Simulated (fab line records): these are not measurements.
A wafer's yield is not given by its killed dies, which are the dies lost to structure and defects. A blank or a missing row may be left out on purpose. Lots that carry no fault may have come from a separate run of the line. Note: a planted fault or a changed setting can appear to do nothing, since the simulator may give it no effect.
Which of the tools did it? ; flow gf180mcu ; Sampling: 13 lots, 39 wafers, 2 of 602 route steps

WHAT THE GAUGES SHOWED, per wafer
GF_V5_RS_MEAS_24: the measuring method here is four-point-probe. Usual: V5_W_RS 0.329 ohm/sq, standard deviation 0.0046.
lot;measured;on;V5_W_RS (ohm/sq);flag
L486;day 27 13:38;film-metro-01;0.336 0.330 0.330;
L487;day 27 22:10;film-metro-04;0.328 0.336 0.330;
L489;day 28 14:32;film-metro-02;0.323 0.333 0.333;
L491;day 29 00:12;film-metro-02;0.321 0.320 0.323;
L495;day 30 10:31;film-metro-04;0.327 0.331 0.327;
L496;day 30 17:26;film-metro-04;0.328 0.332 0.328;
L497;day 30 22:18;film-metro-02;0.322 0.333 0.322;
L500;day 31 19:31;film-metro-04;0.335 0.335 0.330;
L501;day 31 23:01;film-metro-04;0.333 0.333 0.334;
L503;day 32 11:24;film-metro-01;0.328 0.335 0.323;
L505;day 32 19:05;film-metro-02;0.333 0.327 0.323;
L507;day 33 10:07;film-metro-01;0.327 0.333 0.330;
L508;day 33 14:26;film-metro-04;0.319 0.324 0.327;

EACH LOT AND THE TOOL THAT RAN IT (in order: tool; ch and the chambers of the sampled wafers; start)
lot;GF_MIM_SPUTTER_00
L486;pvd-sputter-04, day 24 19:45
L487;pvd-sputter-04, day 25 05:35
L489;pvd-sputter-01, day 25 22:20
L491;pvd-sputter-03, day 26 09:03
L495;pvd-sputter-03, day 27 22:43
L496;pvd-sputter-03, day 28 05:21
L497;pvd-sputter-03, day 28 11:33
L500;pvd-sputter-01, day 29 09:51
L501;pvd-sputter-04, day 29 13:54
L503;pvd-sputter-01, day 30 03:03
L505;pvd-sputter-01, day 30 14:14
L507;pvd-sputter-04, day 31 05:32
L508;pvd-sputter-01, day 31 11:33
- GF_MIM_SPUTTER_00: material Ti, target thk 37.5 nm, time 150 s.

AS READ BY THE TOOLS THEMSELVES (means over the sampled wafers that have a number; for cases with no such wafer, the mark the record gives instead)
GF_MIM_SPUTTER_00. Usual: throttle-valve-pct reads 29.7 % (standard deviation 1.1).
lot;tool;throttle-valve-pct (%);flag
L486;pvd-sputter-04;30.0;
L487;pvd-sputter-04;29.1;
L489;pvd-sputter-01;28.8;
L491;pvd-sputter-03;29.6;
L495;pvd-sputter-03;31.0;
L496;pvd-sputter-03;29.9;
L497;pvd-sputter-03;30.6;
L500;pvd-sputter-01;28.9;
L501;pvd-sputter-04;29.8;
L503;pvd-sputter-01;29.2;
L505;pvd-sputter-01;29.4;
L507;pvd-sputter-04;29.1;
L508;pvd-sputter-01;29.1;

THE ANSWER, worked out from the rows above alone
Rule: a lot is off if the mean of its wafers that have a number lies more than 3 standard deviations from the usual mean. Also off: a lot with no number at a reading for which 4 or more lots have one. All remaining lots with rows at the step are treated as sound. The gauges are gone through in route order, then the tools' own readings, and for those a lot's mean is taken as printed above. At the first step where some lot is off, the reading lying furthest off is the one used; lots without a number count as furthest.
None of the lots is off at any reading shown; this tells nothing.

WHAT THE SIMULATOR HAD PUT IN
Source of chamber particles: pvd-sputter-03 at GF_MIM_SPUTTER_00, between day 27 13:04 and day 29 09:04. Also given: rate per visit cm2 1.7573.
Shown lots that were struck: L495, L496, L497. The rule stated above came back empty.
